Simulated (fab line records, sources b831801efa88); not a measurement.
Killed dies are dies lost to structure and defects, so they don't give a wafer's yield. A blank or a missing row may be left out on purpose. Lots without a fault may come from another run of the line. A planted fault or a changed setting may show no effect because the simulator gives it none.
Which tool did it? | flow gf180mcu | 13 lots, 39 wafers sampled, at 4 steps of a route of 602

WHAT THE GAUGES READ, wafer by wafer
GF_VT_IMPLANT_OVL_MEAS_07. Usual: VT_IMPLANT_OVL -0.2 nm, standard deviation 1.6.
lot  | measured     | on         | VT_IMPLANT_OVL (nm) | flag
L754 | day 5 17:03  | overlay-02 | 1.6 1.3 1.3         |
L756 | day 6 02:06  | overlay-01 | 1.4 0.1 1.9         |
L758 | day 6 14:52  | overlay-02 | 1.6 1.8 0.5         |
L761 | day 7 09:39  | overlay-01 | -1.7 -2.7 -2.1      |
L764 | day 8 06:49  | overlay-02 | 1.8 2.3 2.0         |
L765 | day 8 12:04  | overlay-01 | 2.8 1.1 -1.7        |
L768 | day 9 05:09  | overlay-02 | 0.8 2.3 1.3         |
L769 | day 9 10:31  | overlay-02 | 0.5 1.8 1.9         |
L771 | day 10 00:13 | overlay-02 | -0.5 -2.2 -1.2      |
L772 | day 10 04:41 | overlay-02 | -0.3 -0.9 1.4       |
L774 | day 10 16:40 | overlay-01 | -0.6 -0.6 -0.1      |
L775 | day 11 01:34 | overlay-01 | 1.1 1.4 0.1         |
L776 | day 11 06:29 | overlay-01 | 0.2 0.2 -0.3        |

GF_DUAL_GATE_THK_MEAS_03. Usual: DUAL_GATE_OXIDATION_00_THK 10.79 nm, standard deviation 0.2.
lot  | measured     | on            | DUAL_GATE_OXIDATION_00_THK (nm) | flag
L754 | day 7 20:32  | film_metro-04 | 10.60 10.56 10.82               |
L756 | day 8 05:22  | film_metro-01 | 10.91 10.88 11.07               |
L758 | day 8 18:08  | film_metro-01 | 10.99 10.79 10.93               |
L761 | day 9 13:56  | film_metro-01 | 10.48 10.64 10.40               |
L764 | day 10 12:51 | film_metro-04 | 10.77 10.76 10.86               |
L765 | day 10 21:45 | film_metro-01 | 16.79 16.87 17.17               | OFF
L768 | day 11 13:51 | film_metro-04 | 10.90 10.85 10.93               |
L769 | day 11 20:40 | film_metro-02 | 16.64 16.84 16.89               | OFF
L771 | day 12 11:24 | film_metro-02 | 11.08 10.84 10.72               |
L772 | day 12 15:32 | film_metro-04 | 10.83 10.82 10.92               |
L774 | day 13 03:32 | film_metro-02 | 10.93 11.06 11.16               |
L775 | day 13 14:23 | film_metro-04 | 10.99 10.68 10.80               |
L776 | day 13 20:31 | film_metro-02 | 10.55 10.50 10.53               |

WHICH TOOL RAN EACH LOT (tool, then ch and the chambers of the sampled wafers, then the start)
lot  | GF_VT_IMPLANT_RTA_45             | GF_DUAL_GATE_OXIDATION_02
L754 | rtp_anneal-02 ch 0, day 7 15:27  | furnace-01 ch 0, day 7 19:05
L756 | rtp_anneal-01 ch 0, day 8 01:51  | furnace-02 ch 0, day 8 03:55
L758 | rtp_anneal-02 ch 0, day 8 15:31  | furnace-02 ch 0, day 8 16:41
L761 | rtp_anneal-01 ch 0, day 9 11:42  | furnace-01 ch 0, day 9 12:29
L764 | rtp_anneal-01 ch 0, day 10 10:28 | furnace-01 ch 0, day 10 11:24
L765 | rtp_anneal-01 ch 0, day 10 16:39 | furnace-01 ch 0, day 10 17:28
L768 | rtp_anneal-02 ch 0, day 11 11:31 | furnace-02 ch 0, day 11 12:24
L769 | rtp_anneal-01 ch 0, day 11 16:51 | furnace-01 ch 0, day 11 17:37
L771 | rtp_anneal-01 ch 0, day 12 08:48 | furnace-02 ch 0, day 12 09:58
L772 | rtp_anneal-01 ch 0, day 12 13:19 | furnace-01 ch 0, day 12 14:04
L774 | rtp_anneal-01 ch 0, day 13 01:15 | furnace-02 ch 0, day 13 02:05
L775 | rtp_anneal-02 ch 0, day 13 12:10 | furnace-02 ch 0, day 13 12:56
L776 | rtp_anneal-02 ch 0, day 13 17:59 | furnace-01 ch 0, day 13 19:03
- GF_VT_IMPLANT_RTA_45: time 30 s.
- GF_DUAL_GATE_OXIDATION_02: stabilise 600 s, purge 300 s, target thk 10.887 nm.

WHAT THE TOOLS THEMSELVES READ (means of the sampled wafers that have a number; where no wafer has one, the mark that the record gives instead)
GF_VT_IMPLANT_RTA_45. Usual: lamp_power_pct 34.2 %, standard deviation 2.5; wafer_temp_C_max 1053.7, standard deviation 0.92.
lot  | tool          | lamp_power_pct (%) | wafer_temp_C_max | flag
L754 | rtp_anneal-02 | 36.7               | 1052.9           |
L756 | rtp_anneal-01 | 31.6               | 1053.8           |
L758 | rtp_anneal-02 | 36.7               | 1053.3           |
L761 | rtp_anneal-01 | 31.6               | 1054.5           |
L764 | rtp_anneal-01 | 31.7               | 1055.0           |
L765 | rtp_anneal-01 | 31.6               | 1054.5           |
L768 | rtp_anneal-02 | 36.7               | 1053.1           |
L769 | rtp_anneal-01 | 31.7               | 1054.0           |
L771 | rtp_anneal-01 | 31.7               | 1054.5           |
L772 | rtp_anneal-01 | 31.6               | 1054.1           |
L774 | rtp_anneal-01 | 31.6               | 1054.0           |
L775 | rtp_anneal-02 | 36.7               | 1052.5           |
L776 | rtp_anneal-02 | 36.7               | 1052.2           |

GF_DUAL_GATE_OXIDATION_02. Usual: spike_tc_bottom_C 921.0 C, standard deviation 2.5; zone_power_centre_pct 18.0 %, standard deviation 1.4.
lot  | tool       | spike_tc_bottom_C (C) | zone_power_centre_pct (%) | flag
L754 | furnace-01 | 917.5                 | 16.2                      |
L756 | furnace-02 | 923.2                 | 19.2                      |
L758 | furnace-02 | 923.7                 | 19.3                      |
L761 | furnace-01 | 917.7                 | 16.4                      |
L764 | furnace-01 | 917.7                 | 16.4                      |
L765 | furnace-01 | 918.0                 | 16.4                      |
L768 | furnace-02 | 923.4                 | 19.1                      |
L769 | furnace-01 | 919.0                 | 16.4                      |
L771 | furnace-02 | 923.4                 | 19.2                      |
L772 | furnace-01 | 918.9                 | 16.4                      |
L774 | furnace-02 | 923.2                 | 19.5                      |
L775 | furnace-02 | 923.2                 | 19.3                      |
L776 | furnace-01 | 920.2                 | 16.5                      |

THE ANSWER, worked out from the rows above alone
Rule: a lot is off if the mean of its wafers that have a number lies more than 3 standard deviations from the usual mean. A lot without any number at a reading at which 4 lots or more have one is off too. The other lots that the step has rows for count as sound. The gauges are gone through in route order, then the tools' own readings, and for those a lot's mean is taken as printed above. The first step at which some lot is off is used, and at that step the reading that is off furthest; a lot without a number counts as furthest.
Off: L765, L769, at GF_DUAL_GATE_THK_MEAS_03 (DUAL_GATE_OXIDATION_00_THK).
A tool fits if, at a process step before that reading, it ran every lot that is off, and no sound lot after the first of them. The gauges at GF_DUAL_GATE_THK_MEAS_03 are tried like those tools. None of those tried fits.

WHAT THE SIMULATOR HAD PUT IN
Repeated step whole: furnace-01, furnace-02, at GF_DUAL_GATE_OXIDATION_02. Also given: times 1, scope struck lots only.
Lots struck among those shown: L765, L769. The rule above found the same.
